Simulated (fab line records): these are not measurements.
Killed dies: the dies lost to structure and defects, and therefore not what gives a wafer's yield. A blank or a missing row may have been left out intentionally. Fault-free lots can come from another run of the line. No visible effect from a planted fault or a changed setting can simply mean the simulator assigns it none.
Struck lot and sound lot, side by side | flow sky130 | 35 steps out of a route of 708
Sound: wafers L694.1, L694.3, L694.4. Struck: wafers L705.4, L705.5, L705.6. The cause is named last.
Per side, at each step with rows, come the tool, then ch with its chambers, and then its first start. Under that, the readings that differ: sound wafers | struck wafers | difference of the means | sigmas: that difference in standard deviations of wafers without a fault.
alike: words and numbers the same on both sides, and readings whose means are apart by under 2 such deviations; not compared: readings that were withheld, readings missing a value for some wafer, numbers with overlapping values and no deviation given by the record, and bounds like >300 which may hide the same value.
The two part at a step that has a row with sigmas, a row that says differs or no value, or rows on one side only. Non-overlapping numbers with no deviation appear without sigmas and do not part them. A reading missing from all wafers of one side parts the sides only when that side holds two or more wafers.

SKY_SD_P_CD_MEAS_07 targets a cd of 380 nm.
  sound: cdSem-01 at day 26 23:47; struck: cdSem-01 at day 30 11:40
reading   | sound             | struck            | difference | sigmas
cdNm (nm) | 376.5 376.5 379.0 | 382.8 381.2 383.1 | +5.0       | +2
SKY_SD_P_OVL_MEAS_08:
  sound: overlay-02 at day 26 23:55; struck: overlay-02 at day 30 11:45
  alike: SD_P_OVL
next, for these wafers, 1 step has no rows: SKY_SD_P_IMPLANT_09.
SKY_SD_P_STRIP_10: strips in O2/N2.
  sound on plasmaAsher-02 ch 0,1, day 27 00:06; struck on plasmaAsher-02 ch 0,1, day 30 11:57
  alike: drypumpMotorCurrentA, o2FlowSccm, oesProductAu, stripTimeToEndpointS
  not compared: rfHoursCounterH
SKY_SD_P_TW_MEAS_11:
  sound: filmMetro-01 at day 27 00:12; struck: filmMetro-01 at day 30 12:03
  alike: SD_P_TW
then, 7 steps without rows for these wafers: SKY_RES_XHIGH_DEHYDRATE_00 (time 60 s); SKY_RES_XHIGH_HMDS_01 (prime time 60 s); SKY_RES_XHIGH_COAT_02 (resist thk 1140 nm); SKY_RES_XHIGH_SOFTBAKE_03 (time 60 s); SKY_RES_XHIGH_EXPOSE_04 (exposes mask URPM, target cd 1270 nm); SKY_RES_XHIGH_PEB_05; SKY_RES_XHIGH_DEVELOP_06 (develop time 60 s).
SKY_RES_XHIGH_IMPLANT_07:
  sound on implanter-02 ch 0, day 28 03:42; struck on implanter-02 ch 0, day 31 16:04
SKY_RES_XHIGH_STRIP_08: strips in O2/N2.
  sound on plasmaAsher-02 ch 0,1, day 28 03:51; struck on plasmaAsher-03 ch 0,1, day 31 16:11
reading                  | sound             | struck            | difference | sigmas
stripTimeToEndpointS (s) | 14.28 14.29 14.30 | 14.15 14.08 14.14 | -0.17      | -4
  alike: drypumpMotorCurrentA, o2FlowSccm, oesProductAu
  not compared: rfHoursCounterH
SKY_RES_XHIGH_TW_MEAS_09:
  sound: filmMetro-01 at day 28 03:57; struck: filmMetro-04 at day 31 16:16
reading      | sound          | struck         | difference | sigmas
RES_XHIGH_TW | 1631 1625 1635 | 1563 1552 1555 | -74        | -4
then, 7 steps without rows for these wafers: SKY_SD_N_DEHYDRATE_00 (time 60 s); SKY_SD_N_HMDS_01 (prime time 60 s); SKY_SD_N_COAT_02 (resist thk 1140 nm); SKY_SD_N_SOFTBAKE_03 (time 60 s); SKY_SD_N_EXPOSE_04 (exposes mask NSDM, target cd 380 nm); SKY_SD_N_PEB_05; SKY_SD_N_DEVELOP_06 (develop time 60 s).
SKY_SD_N_CD_MEAS_07 targets a cd of 380 nm.
  sound: cdSem-01 at day 29 07:46; struck: cdSem-02 at day 32 18:16
  alike: cdNm
SKY_SD_N_OVL_MEAS_08:
  sound: overlay-02 at day 29 07:53; struck: overlay-02 at day 32 18:21
  alike: SD_N_OVL
then, 2 steps without rows for these wafers: SKY_SD_N_IMPLANT_09; SKY_SD_N_IMPLANT_10.
SKY_SD_N_STRIP_11: strips in O2/N2.
  sound on plasmaAsher-04 ch 0,1, day 29 08:13; struck on plasmaAsher-04 ch 0,1, day 32 18:42
  alike: drypumpMotorCurrentA, o2FlowSccm, oesProductAu, stripTimeToEndpointS
  not compared: rfHoursCounterH
SKY_SD_N_TW_MEAS_12:
  sound: filmMetro-01 at day 29 08:19; struck: filmMetro-01 at day 32 18:48
  alike: SD_N_TW
then, 1 step without rows for these wafers: SKY_SD_N_CLEAN_13 (cleans in SC1/SC2, time 150 s).
SKY_SD_N_RTA_14: time 2 s.
  sound on rtpAnneal-02 ch 0, day 29 08:26; struck on rtpAnneal-01 ch 0, day 32 18:54
  alike: chamberO2Ppm, lampPowerPct, wafer_temp_C_max
SKY_SD_N_RS_MEAS_16: measures by four-point-probe.
  sound: filmMetro-04 at day 29 08:36; struck: filmMetro-04 at day 32 19:07
reading          | sound             | struck            | difference | sigmas
SD_N_RS (ohm/sq) | 68.76 68.74 68.74 | 68.43 68.42 68.49 | -0.30      | -2
SKY_SD_N_RS_MEAS_17: measures by four-point-probe.
  sound: filmMetro-04 at day 29 08:43; struck: filmMetro-04 at day 32 19:14
reading          | sound             | struck            | difference | sigmas
SD_P_RS (ohm/sq) | 148.0 147.8 147.9 | 146.9 147.0 147.0 | -0.9       | -2
SKY_SD_N_RS_MEAS_18: measures by four-point-probe.
  sound: filmMetro-04 at day 29 08:50; struck: filmMetro-04 at day 32 19:21
reading               | sound             | struck            | difference | sigmas
RES_XHIGH_RS (ohm/sq) | 333.5 335.5 334.5 | 386.3 385.8 387.5 | +52.0      | +54
then, 1 step without rows for these wafers: SKY_SALICIDE_CLEAN_00 (cleans in HF-last, time 30 s).
-- the record jumps here: 17 days lie between the struck wafers' starts before and after (it left off in module SALICIDE and takes up again in module PAD_OPEN, whose first step shown is number 708 of the route) --
SKY_PAD_OPEN_PROBE_99:
  sound: prober-02 at day 46 20:17; struck: prober-01 at day 49 07:22
reading                                     | sound              | struck                        | difference | sigmas
model.etest.resXhighPo.lineOhmUm            | 5647 5674 5861     | 1.156e+04 1.196e+04 1.204e+04 | +6.126e+03 | 
model.etest.resXhighPo.rsOhmSqRange         | 49.65 52.52 59.3   | 2261 2390 2397                | +2296      | 
model.etest.resXhighPo.rsOhmSq              | 1965 1963 2062     | 4106 4205 4257                | +2193      | 
model.etest.resXhighPo.rsOhmSqRimLessCentre | 5.261 -14.84 2.756 | -1216 -1283 -1322             | -1271      | 
  alike: killed_at_M0_to_M3, killed_at_M4_up, killedAtContacts, killedAtFrontEnd, killedAtOther, killedDies, killedOpen, killedShort

WHERE THEY PART
Earliest at SKY_SD_P_CD_MEAS_07; latest, in this record, at SKY_SD_N_RS_MEAS_18. Later steps at which nothing parts them and some readings are alike: SKY_PAD_OPEN_PROBE_99.

WHY: what the simulator had put in
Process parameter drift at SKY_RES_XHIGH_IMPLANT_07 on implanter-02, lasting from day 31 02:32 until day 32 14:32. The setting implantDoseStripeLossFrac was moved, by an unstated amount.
